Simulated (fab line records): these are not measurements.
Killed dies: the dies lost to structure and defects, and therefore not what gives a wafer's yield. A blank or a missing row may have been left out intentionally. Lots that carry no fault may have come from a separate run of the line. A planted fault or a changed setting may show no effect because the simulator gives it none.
fab line records	flow sky130
record lots=24	wafers=72	lastDay=50
route steps=708 shown CAPM@538 VIA3@576 METAL4@601 CAP2M@615
lots that met no fault: taken from a fault-free run of the same line
startH: hours from the record's first day to the start of the lot's first wafer shown	waitH: hours elapsed since this lot's preceding step	" as in the row above	L1.1+2: several wafers, shown together as one row	- no value, or no start was given	* or withheld: withheld	< > ~ a bound
route shown NAME@n: a module of which the file shows steps, and the number in the route of the first	usual: mean/standard deviation of fault-free wafers	same: alike in all rows	chamber/n: place in a boat	sites: the reading at each site	_std_site: how widely they spread, as a standard deviation	_edge_site: outer sites' mean less inner sites'	radiusMm: for every site, how far away it sits from the centre of the wafer	mask NAME#n: copy n	behind: the tool/chamber that last shaped the wafer	hold: reason for holding the lot/hours on hold/outcome of the hold	device: whichever transistor did not switch (one of n, p or np)	end of line: the same wafers' tests at the end of the route	step lacking rows: just its recipe	killed: at the first sort, the dies lost to defects and structure; wafer yield is something else	map: the dies of a wafer, with x for killed, . for not killed, _ for no die there
set.NAME: setting as actually run; set.NAME@STEP: the setting as run at that earlier step	model.NAME: the simulator's own value behind a step, which no gauge read
one table for each step of the route and one row for each wafer, over a sample of lots
services: a tool's chamber out of use, with start hour (startH, from the record's first day; less than 0 if before it), hours out, and reason
## steps
# step SKY_CAPM_THK_MEAS_01
# recipe reads=SiO2_of_CAPM_CVD_00
# usual CAPM_CVD_00_THK=15.45/0.29
lot.wafer	tool	chamber	startH	waitH	CAPM_CVD_00_THK[nm]
L075.1	filmMetro-02	-	847.66	-	15.51
L075.5	"	-	"	"	15.92
L075.6	"	-	"	"	15.55
L074.1	filmMetro-02	-	848.39	-	15.34
L074.5	"	-	"	"	15.82
L074.6	"	-	"	"	15.54
L076.3	filmMetro-03	-	857.62	-	15.24
L076.4	"	-	"	"	15.57
L076.5	"	-	"	"	15.68
L077.3	filmMetro-04	-	861.85	-	15.75
L077.4	"	-	"	"	15.90
L077.6	"	-	"	"	15.67
L078.1	filmMetro-04	-	867.32	-	15.12
L078.2	"	-	"	"	15.27
L078.3	"	-	"	"	15.22
L079.1	filmMetro-03	-	879.37	-	15.55
L079.2	"	-	"	"	15.23
L079.5	"	-	"	"	15.41
L080.3	filmMetro-03	-	886.49	-	15.42
L080.4	"	-	"	"	15.96
L080.5	"	-	"	"	15.87
L081.1	filmMetro-02	-	908.20	-	15.15
L081.3	"	-	"	"	15.63
L081.6	"	-	"	"	15.44
L082.2	filmMetro-04	-	913.01	-	15.46
L082.3	"	-	"	"	15.24
L082.6	"	-	"	"	15.49
L083.2	filmMetro-03	-	913.61	-	15.84
L083.4	"	-	"	"	16.01
L083.6	"	-	"	"	15.71
L084.1	filmMetro-04	-	922.70	-	14.99
L084.4	"	-	"	"	15.22
L084.6	"	-	"	"	15.35
L085.3	filmMetro-04	-	925.97	-	15.60
L085.5	"	-	"	"	15.88
L085.6	"	-	"	"	16.55
L087.2	filmMetro-03	-	952.08	-	15.58
L087.5	"	-	"	"	15.89
L087.6	"	-	"	"	15.56
L086.1	filmMetro-04	-	953.68	-	15.22
L086.3	"	-	"	"	14.88
L086.5	"	-	"	"	15.32
L088.2	filmMetro-04	-	956.03	-	15.21
L088.3	"	-	"	"	15.50
L088.6	"	-	"	"	15.72
L089.2	filmMetro-04	-	966.45	-	15.62
L089.5	"	-	"	"	15.69
L089.6	"	-	"	"	15.81
L092.2	filmMetro-03	-	968.82	-	15.24
L092.4	"	-	"	"	15.10
L092.5	"	-	"	"	15.46
L090.2	filmMetro-02	-	971.04	-	15.23
L090.3	"	-	"	"	15.32
L090.5	"	-	"	"	15.57
L091.2	filmMetro-03	-	972.56	-	14.88
L091.4	"	-	"	"	15.13
L091.5	"	-	"	"	14.93
L093.1	filmMetro-03	-	976.19	-	15.39
L093.2	"	-	"	"	15.23
L093.4	"	-	"	"	15.59
L094.1	filmMetro-04	-	982.18	-	15.13
L094.2	"	-	"	"	15.13
L094.6	"	-	"	"	15.68
L095.1	filmMetro-02	-	990.12	-	15.00
L095.2	"	-	"	"	14.97
L095.3	"	-	"	"	15.13
L096.1	filmMetro-02	-	999.07	-	15.26
L096.2	"	-	"	"	15.08
L096.5	"	-	"	"	15.38
L097.1	filmMetro-04	-	1005.57	-	15.15
L097.5	"	-	"	"	15.25
L097.6	"	-	"	"	15.47
# step SKY_VIA3_BOW_MEAS_03
# recipe mode=bow
# usual VIA3_BOW=78/7.8
lot.wafer	tool	chamber	startH	waitH	VIA3_BOW[um]
L075.1	filmMetro-02	-	900.89	0.2	76
L075.5	"	-	"	"	85
L075.6	"	-	"	"	102
L074.1	filmMetro-01	-	902.33	0.2	80
L074.5	"	-	"	"	71
L074.6	"	-	"	"	77
L076.3	filmMetro-02	-	910.62	0.2	77
L076.4	"	-	"	"	74
L076.5	"	-	"	"	82
L077.3	filmMetro-04	-	914.58	0.1	84
L077.4	"	-	"	"	95
L077.6	"	-	"	"	78
L078.1	filmMetro-02	-	920.44	0.2	76
L078.2	"	-	"	"	70
L078.3	"	-	"	"	83
L079.1	filmMetro-02	-	931.66	0.2	83
L079.2	"	-	"	"	66
L079.5	"	-	"	"	77
L080.3	filmMetro-02	-	938.04	0.2	85
L080.4	"	-	"	"	79
L080.5	"	-	"	"	82
L081.1	filmMetro-02	-	960.37	0.1	70
L081.3	"	-	"	"	89
L081.6	"	-	"	"	72
L082.2	filmMetro-02	-	963.48	0.2	79
L082.3	"	-	"	"	73
L082.6	"	-	"	"	74
L083.2	filmMetro-04	-	964.64	0.2	79
L083.4	"	-	"	"	60
L083.6	"	-	"	"	83
L084.1	filmMetro-02	-	974.44	0.2	85
L084.4	"	-	"	"	75
L084.6	"	-	"	"	65
L085.3	filmMetro-01	-	976.35	0.2	79
L085.5	"	-	"	"	85
L085.6	"	-	"	"	71
L087.2	filmMetro-02	-	1000.24	0.2	56
L087.5	"	-	"	"	82
L087.6	"	-	"	"	87
L086.1	filmMetro-02	-	1001.83	0.2	74
L086.3	"	-	"	"	74
L086.5	"	-	"	"	78
L088.2	filmMetro-01	-	1003.78	0.2	78
L088.3	"	-	"	"	67
L088.6	"	-	"	"	71
L089.2	filmMetro-04	-	1014.72	0.3	88
L089.5	"	-	"	"	71
L089.6	"	-	"	"	70
L092.2	filmMetro-01	-	1017.26	0.2	73
L092.4	"	-	"	"	77
L092.5	"	-	"	"	61
L090.2	filmMetro-04	-	1018.93	0.1	72
L090.3	"	-	"	"	77
L090.5	"	-	"	"	68
L091.2	filmMetro-02	-	1021.08	0.3	82
L091.4	"	-	"	"	81
L091.5	"	-	"	"	79
L093.1	filmMetro-01	-	1023.56	0.2	77
L093.2	"	-	"	"	74
L093.4	"	-	"	"	78
L094.1	filmMetro-02	-	1029.87	0.2	68
L094.2	"	-	"	"	78
L094.6	"	-	"	"	76
L095.1	filmMetro-01	-	1037.99	0.2	92
L095.2	"	-	"	"	97
L095.3	"	-	"	"	84
L096.1	filmMetro-04	-	1045.78	0.2	79
L096.2	"	-	"	"	77
L096.5	"	-	"	"	73
L097.1	filmMetro-02	-	1054.54	0.2	65
L097.5	"	-	"	"	81
L097.6	"	-	"	"	77
# step SKY_VIA3_RS_MEAS_22
# recipe thkMeasGauge=four-point-probe	reads=W_of_VIA3_CVD_21+TiN_of_VIA3_SPUTTER_20
# usual VIA3_W_RS=0.295/0.0036
lot.wafer	tool	chamber	startH	waitH	VIA3_W_RS[ohm/sq]
L075.1	filmMetro-02	-	926.21	0.1	0.300
L075.5	"	-	"	"	0.293
L075.6	"	-	"	"	0.295
L074.1	filmMetro-04	-	927.80	0.1	0.292
L074.5	"	-	"	"	0.292
L074.6	"	-	"	"	0.287
L076.3	filmMetro-04	-	936.02	0.1	0.294
L076.4	"	-	"	"	0.300
L076.5	"	-	"	"	0.298
L077.3	filmMetro-01	-	940.65	0.1	0.293
L077.4	"	-	"	"	0.301
L077.6	"	-	"	"	0.295
L078.1	filmMetro-02	-	947.32	0.1	0.300
L078.2	"	-	"	"	0.298
L078.3	"	-	"	"	0.299
L079.1	filmMetro-02	-	957.29	0.1	0.294
L079.2	"	-	"	"	0.290
L079.5	"	-	"	"	0.292
L080.3	filmMetro-04	-	963.16	0.1	0.296
L080.4	"	-	"	"	0.297
L080.5	"	-	"	"	0.293
L081.1	filmMetro-02	-	984.91	0.1	0.295
L081.3	"	-	"	"	0.293
L081.6	"	-	"	"	0.293
L082.2	filmMetro-04	-	987.48	0.1	0.294
L082.3	"	-	"	"	0.288
L082.6	"	-	"	"	0.289
L083.2	filmMetro-01	-	988.77	0.1	0.291
L083.4	"	-	"	"	0.299
L083.6	"	-	"	"	0.289
L084.1	filmMetro-01	-	997.75	0.1	0.290
L084.4	"	-	"	"	0.296
L084.6	"	-	"	"	0.294
L085.3	filmMetro-01	-	1000.05	0.1	0.295
L085.5	"	-	"	"	0.298
L085.6	"	-	"	"	0.293
L087.2	filmMetro-02	-	1024.57	0.1	0.297
L087.5	"	-	"	"	0.299
L087.6	"	-	"	"	0.298
L086.1	filmMetro-01	-	1025.75	0.1	0.294
L086.3	"	-	"	"	0.292
L086.5	"	-	"	"	0.289
L088.2	filmMetro-01	-	1028.03	0.1	0.295
L088.3	"	-	"	"	0.292
L088.6	"	-	"	"	0.295
L089.2	filmMetro-01	-	1039.16	0.1	0.301
L089.5	"	-	"	"	0.299
L089.6	"	-	"	"	0.299
L092.2	filmMetro-01	-	1041.27	0.1	0.294
L092.4	"	-	"	"	0.291
L092.5	"	-	"	"	0.294
L090.2	filmMetro-01	-	1043.87	0.1	0.294
L090.3	"	-	"	"	0.297
L090.5	"	-	"	"	0.293
L091.2	filmMetro-02	-	1044.92	0.1	0.295
L091.4	"	-	"	"	0.297
L091.5	"	-	"	"	0.295
L093.1	filmMetro-04	-	1047.88	0.1	0.297
L093.2	"	-	"	"	0.298
L093.4	"	-	"	"	0.296
L094.1	filmMetro-02	-	1052.45	0.1	0.297
L094.2	"	-	"	"	0.290
L094.6	"	-	"	"	0.294
L095.1	filmMetro-02	-	1061.20	0.2	0.298
L095.2	"	-	"	"	0.298
L095.3	"	-	"	"	0.295
L096.1	filmMetro-01	-	1068.88	0.1	0.298
L096.2	"	-	"	"	0.292
L096.5	"	-	"	"	0.298
L097.1	filmMetro-04	-	1076.58	0.1	0.290
L097.5	"	-	"	"	0.290
L097.6	"	-	"	"	0.289
# step SKY_METAL4_SPUTTER_03
# recipe material=Ti	targetThkNm=5	powerW=3000	timeS=3.3	chamberPressurePa=0.4
# usual throttleValvePct=30.7/1.4
lot.wafer	tool	chamber	startH	waitH	throttleValvePct
L075.1	pvdSputter-04	-	926.93	0.0	30.9
L075.5	"	-	"	"	31.5
L075.6	"	-	"	"	31.9
L074.1	pvdSputter-01	-	928.37	0.0	30.0
L074.5	"	-	"	"	33.5
L074.6	"	-	"	"	31.0
L076.3	pvdSputter-04	-	936.55	0.0	31.9
L076.4	"	-	"	"	29.6
L076.5	"	-	"	"	31.3
L077.3	pvdSputter-04	-	941.18	0.0	29.5
L077.4	"	-	"	"	30.9
L077.6	"	-	"	"	29.3
L078.1	pvdSputter-01	-	947.88	0.0	31.0
L078.2	"	-	"	"	33.4
L078.3	"	-	"	"	29.7
L079.1	pvdSputter-03	-	957.85	0.0	31.9
L079.2	"	-	"	"	30.5
L079.5	"	-	"	"	29.7
L080.3	pvdSputter-03	-	963.69	0.0	30.5
L080.4	"	-	"	"	31.7
L080.5	"	-	"	"	27.5
L081.1	pvdSputter-04	-	985.48	0.0	32.1
L081.3	"	-	"	"	30.6
L081.6	"	-	"	"	31.1
L082.2	pvdSputter-04	-	988.03	0.0	32.1
L082.3	"	-	"	"	29.4
L082.6	"	-	"	"	32.2
L083.2	pvdSputter-03	-	989.32	0.0	29.8
L083.4	"	-	"	"	31.9
L083.6	"	-	"	"	29.7
L084.1	pvdSputter-03	-	998.32	0.0	27.3
L084.4	"	-	"	"	30.3
L084.6	"	-	"	"	27.2
L085.3	pvdSputter-04	-	1000.58	0.0	31.0
L085.5	"	-	"	"	29.5
L085.6	"	-	"	"	31.0
L087.2	pvdSputter-01	-	1025.12	0.0	30.9
L087.5	"	-	"	"	33.2
L087.6	"	-	"	"	29.8
L086.1	pvdSputter-01	-	1026.32	0.0	31.2
L086.3	"	-	"	"	30.8
L086.5	"	-	"	"	31.0
L088.2	pvdSputter-03	-	1028.57	0.0	27.2
L088.3	"	-	"	"	32.1
L088.6	"	-	"	"	27.3
L089.2	pvdSputter-01	-	1039.71	0.0	31.1
L089.5	"	-	"	"	29.7
L089.6	"	-	"	"	30.8
L092.2	pvdSputter-03	-	1041.82	0.0	30.2
L092.4	"	-	"	"	29.7
L092.5	"	-	"	"	32.0
L090.2	pvdSputter-04	-	1044.43	0.0	29.7
L090.3	"	-	"	"	30.9
L090.5	"	-	"	"	31.7
L091.2	pvdSputter-04	-	1045.47	0.0	30.6
L091.4	"	-	"	"	31.4
L091.5	"	-	"	"	29.5
L093.1	pvdSputter-04	-	1048.44	0.0	31.4
L093.2	"	-	"	"	30.6
L093.4	"	-	"	"	29.6
L094.1	pvdSputter-01	-	1053.02	0.0	30.7
L094.2	"	-	"	"	31.3
L094.6	"	-	"	"	30.9
L095.1	pvdSputter-04	-	1061.77	0.0	32.2
L095.2	"	-	"	"	30.8
L095.3	"	-	"	"	29.4
L096.1	pvdSputter-04	-	1069.45	0.0	30.9
L096.2	"	-	"	"	29.7
L096.5	"	-	"	"	31.6
L097.1	pvdSputter-03	-	1077.14	0.0	31.7
L097.5	"	-	"	"	27.3
L097.6	"	-	"	"	30.3
# step SKY_CAP2M_OVL_MEAS_12
# usual CAP2M_OVL=0.1/1.3
lot.wafer	tool	chamber	startH	waitH	CAP2M_OVL[nm]
L075.1	overlay-02	-	951.91	0.1	-0.4
L075.5	"	-	"	"	0.2
L075.6	"	-	"	"	-0.2
L074.1	overlay-01	-	953.16	0.1	0.6
L074.5	"	-	"	"	1.9
L074.6	"	-	"	"	2.8
L076.3	overlay-02	-	960.74	0.1	-1.0
L076.4	"	-	"	"	-0.9
L076.5	"	-	"	"	0.1
L077.3	overlay-02	-	965.38	0.1	-0.5
L077.4	"	-	"	"	-1.2
L077.6	"	-	"	"	-2.7
L078.1	overlay-01	-	971.18	0.1	1.4
L078.2	"	-	"	"	1.6
L078.3	"	-	"	"	0.9
L079.1	overlay-01	-	981.51	0.1	-1.0
L079.2	"	-	"	"	-0.6
L079.5	"	-	"	"	-1.0
L080.3	overlay-02	-	987.03	0.1	-1.1
L080.4	"	-	"	"	1.5
L080.5	"	-	"	"	1.0
L081.1	overlay-01	-	1008.93	0.1	-1.3
L081.3	"	-	"	"	-0.7
L081.6	"	-	"	"	-0.2
L082.2	overlay-01	-	1010.82	0.1	0.4
L082.3	"	-	"	"	1.6
L082.6	"	-	"	"	-0.9
L083.2	overlay-01	-	1012.37	0.1	1.0
L083.4	"	-	"	"	0.9
L083.6	"	-	"	"	-0.4
L084.1	overlay-02	-	1021.38	0.1	0.5
L084.4	"	-	"	"	1.0
L084.6	"	-	"	"	0.9
L085.3	overlay-02	-	1023.53	0.1	0.4
L085.5	"	-	"	"	0.4
L085.6	"	-	"	"	-1.1
L087.2	overlay-02	-	1048.29	0.1	0.3
L087.5	"	-	"	"	-1.9
L087.6	"	-	"	"	0.0
L086.1	overlay-02	-	1049.18	0.1	-0.5
L086.3	"	-	"	"	-1.1
L086.5	"	-	"	"	-1.6
L088.2	overlay-02	-	1050.57	0.1	2.0
L088.3	"	-	"	"	3.2
L088.6	"	-	"	"	1.6
L089.2	overlay-02	-	1062.47	0.1	0.2
L089.5	"	-	"	"	1.1
L089.6	"	-	"	"	0.4
L092.2	overlay-01	-	1063.42	0.1	2.3
L092.4	"	-	"	"	1.7
L092.5	"	-	"	"	2.6
L090.2	overlay-02	-	1065.77	0.1	-0.4
L090.3	"	-	"	"	2.5
L090.5	"	-	"	"	0.1
L091.2	overlay-02	-	1067.42	0.1	1.5
L091.4	"	-	"	"	0.4
L091.5	"	-	"	"	-1.6
L093.1	overlay-02	-	1069.47	0.1	-1.1
L093.2	"	-	"	"	0.9
L093.4	"	-	"	"	-0.6
L094.1	overlay-02	-	1074.36	0.1	0.5
L094.2	"	-	"	"	1.6
L094.6	"	-	"	"	-1.8
L095.1	overlay-01	-	1082.68	0.1	1.7
L095.2	"	-	"	"	0.7
L095.3	"	-	"	"	1.3
L096.1	overlay-02	-	1090.37	0.1	0.8
L096.2	"	-	"	"	2.3
L096.5	"	-	"	"	-0.5
L097.1	overlay-01	-	1097.22	0.1	0.4
L097.5	"	-	"	"	0.0
L097.6	"	-	"	"	0.5
# step SKY_CAP2M_STRIP_14
# recipe chemistry=O2/N2	powerW=1400	pressureMtorr=1500	platenTempC=withheld	o2FlowSccm=3000	n2FlowSccm=300	overashFraction=0.5
# usual drypumpMotorCurrentA=6.1/0.34	n2FlowSccm=300.0/1	o2FlowSccm=2998/7.6	oesProductAu=0.710/0.0046	stripTimeToEndpointS=12.65/0.044
lot.wafer	tool	chamber	startH	waitH	drypumpMotorCurrentA	n2FlowSccm	o2FlowSccm	oesProductAu	rfHoursCounterH	stripTimeToEndpointS
L075.1	plasmaAsher-03	0	952.02	0.1	6.4	301.9	2990	0.709	51	12.68
L075.5	"	1	"	"	6.0	300.9	2997	0.713	-	12.67
L075.6	"	0	"	"	6.4	300.3	2996	0.715	-	12.72
L074.1	plasmaAsher-01	1	953.27	0.1	5.9	299.2	2995	0.712	21	12.63
L074.5	"	1	"	"	5.9	299.8	2999	0.713	-	12.61
L074.6	"	0	"	"	6.4	301.1	3000	0.717	-	12.63
L076.3	plasmaAsher-01	1	960.88	0.1	5.9	300.4	3002	0.709	-	12.76
L076.4	"	0	"	"	6.4	300.0	3001	0.718	-	12.76
L076.5	"	0	"	"	6.4	300.2	2994	0.709	-	12.73
L077.3	plasmaAsher-03	1	965.51	0.1	6.0	300.8	3015	0.714	-	12.67
L077.4	"	0	"	"	6.4	299.4	3004	0.711	-	12.60
L077.6	"	0	"	"	6.4	300.0	3002	0.711	-	12.61
L078.1	plasmaAsher-01	0	971.29	0.1	6.4	300.3	3005	0.708	23	12.59
L078.2	"	1	"	"	5.9	300.5	2998	0.710	23	12.62
L078.3	"	1	"	"	5.9	298.9	2999	0.710	-	12.58
L079.1	plasmaAsher-01	0	981.62	0.1	6.4	300.8	2989	0.711	23	12.59
L079.2	"	1	"	"	5.9	299.7	2985	0.707	23	12.61
L079.5	"	1	"	"	5.9	299.7	2994	0.711	-	12.57
L080.3	plasmaAsher-04	0	987.16	0.1	5.3	299.6	2989	0.698	-	12.70
L080.4	"	1	"	"	5.9	299.6	3011	0.713	-	12.69
L080.5	"	1	"	"	5.8	299.4	3000	0.706	-	12.69
L081.1	plasmaAsher-01	0	1009.04	0.1	6.4	301.0	3001	0.713	26	12.69
L081.3	"	1	"	"	5.9	300.8	3009	0.715	-	12.66
L081.6	"	0	"	"	6.4	300.5	3003	0.711	-	12.75
L082.2	plasmaAsher-03	0	1010.92	0.1	6.4	299.4	2990	0.722	57	12.63
L082.3	"	1	"	"	6.0	302.0	2993	0.708	-	12.60
L082.6	"	0	"	"	6.4	300.3	3009	0.713	-	12.62
L083.2	plasmaAsher-03	1	1012.47	0.1	6.0	301.5	2994	0.706	57	12.72
L083.4	"	0	"	"	6.4	299.8	2993	0.699	-	12.65
L083.6	"	1	"	"	6.0	300.0	3005	0.714	-	12.67
L084.1	plasmaAsher-03	1	1021.57	0.1	6.0	300.5	2998	0.710	58	12.71
L084.4	"	1	"	"	6.0	299.9	2993	0.711	-	12.62
L084.6	"	0	"	"	6.4	300.0	3000	0.717	-	12.58
L085.3	plasmaAsher-01	0	1023.74	0.1	6.4	299.1	3000	0.714	-	12.70
L085.5	"	1	"	"	5.9	299.8	3000	0.718	-	12.69
L085.6	"	0	"	"	6.4	299.3	2986	0.715	-	12.67
L087.2	plasmaAsher-03	0	1048.39	0.1	6.4	299.5	3007	0.703	61	12.53
L087.5	"	0	"	"	6.4	298.4	3009	0.708	-	12.60
L087.6	"	1	"	"	6.0	300.4	2999	0.707	-	12.58
L086.1	plasmaAsher-04	0	1049.29	0.1	5.3	300.1	3003	0.711	118	12.66
L086.3	"	0	"	"	5.2	299.9	3007	0.710	-	12.65
L086.5	"	0	"	"	5.3	301.1	3009	0.710	-	12.64
L088.2	plasmaAsher-03	1	1050.67	0.1	6.0	300.9	2998	0.707	61	12.66
L088.3	"	0	"	"	6.4	299.5	2980	0.707	-	12.66
L088.6	"	0	"	"	6.5	300.5	2984	0.703	-	12.65
L089.2	plasmaAsher-01	0	1062.58	0.1	6.4	301.8	3000	0.710	32	12.66
L089.5	"	0	"	"	6.4	299.2	2999	0.713	-	12.70
L089.6	"	1	"	"	5.9	300.8	2994	0.716	-	12.63
L092.2	plasmaAsher-01	0	1063.53	0.1	6.4	297.2	2999	0.720	33	12.64
L092.4	"	1	"	"	5.9	299.0	2994	0.715	-	12.60
L092.5	"	0	"	"	6.4	297.2	3011	0.708	-	12.66
L090.2	plasmaAsher-03	0	1065.87	0.1	6.4	297.8	3006	0.708	63	12.69
L090.3	"	1	"	"	6.0	299.9	2992	0.714	-	12.70
L090.5	"	0	"	"	6.4	298.8	2998	0.708	-	12.67
L091.2	plasmaAsher-03	0	1067.53	0.1	6.4	301.6	3004	0.715	63	12.64
L091.4	"	0	"	"	6.4	299.7	3000	0.707	-	12.67
L091.5	"	0	"	"	6.4	299.4	2991	0.704	-	12.68
L093.1	plasmaAsher-04	1	1069.58	0.1	5.9	299.3	3010	0.706	1	12.69
L093.2	"	0	"	"	5.3	300.4	2999	0.716	1	12.70
L093.4	"	0	"	"	5.2	300.4	2997	0.702	-	12.64
L094.1	plasmaAsher-04	0	1074.47	0.1	5.3	299.5	2991	0.716	1	12.67
L094.2	"	1	"	"	5.9	299.6	3000	0.710	1	12.63
L094.6	"	1	"	"	5.9	299.4	3003	0.703	-	12.61
L095.1	plasmaAsher-01	1	1082.80	0.1	6.0	299.8	2996	0.714	33	12.69
L095.2	"	0	"	"	6.4	299.0	2999	0.711	33	12.65
L095.3	"	0	"	"	6.4	298.8	2986	0.713	-	12.63
L096.1	plasmaAsher-01	1	1090.48	0.1	5.9	301.3	3006	0.711	34	12.66
L096.2	"	0	"	"	6.4	302.0	2989	0.718	34	12.70
L096.5	"	1	"	"	5.9	301.0	2996	0.710	-	12.64
L097.1	plasmaAsher-03	0	1097.33	0.1	6.4	300.0	2989	0.715	66	12.63
L097.5	"	1	"	"	6.0	298.7	2998	0.713	-	12.70
L097.6	"	0	"	"	6.4	301.3	2987	0.717	-	12.73
## services
tool	chamber	startH	hours	kind
plasmaAsher-03	-	918.81	0.8	repair
plasmaAsher-03	-	919.86	1.5	repair
plasmaAsher-04	-	965.02	0.9	repair
pvdSputter-04	-	966.36	3.0	repair
pvdSputter-03	3	969.87	-	consumableReplace:kit
pvdSputter-03	3	969.87	18.0	scheduledDown
pvdSputter-03	3	969.87	18.0	ventCycle
pvdSputter-04	2	996.46	-	consumableReplace:kit
pvdSputter-04	2	996.46	18.0	scheduledDown
pvdSputter-04	2	996.46	18.0	ventCycle
plasmaAsher-03	-	1014.03	1.5	repair
plasmaAsher-04	-	1021.13	15.6	pm
plasmaAsher-01	-	1045.23	1.6	repair
plasmaAsher-04	-	1055.34	9.0	pm
plasmaAsher-03	-	1056.49	2.8	pm
pvdSputter-03	2	1064.48	-	consumableReplace:kit
pvdSputter-03	2	1064.48	18.0	scheduledDown
pvdSputter-03	2	1064.48	18.0	ventCycle
plasmaAsher-01	-	1065.47	13.0	repair
pvdSputter-01	-	1075.63	2.3	repair
plasmaAsher-01	-	1083.07	2.8	repair
pvdSputter-04	1	1092.96	-	consumableReplace:kit
pvdSputter-04	1	1092.96	18.0	scheduledDown
pvdSputter-04	1	1092.96	18.0	ventCycle
## key
fault none
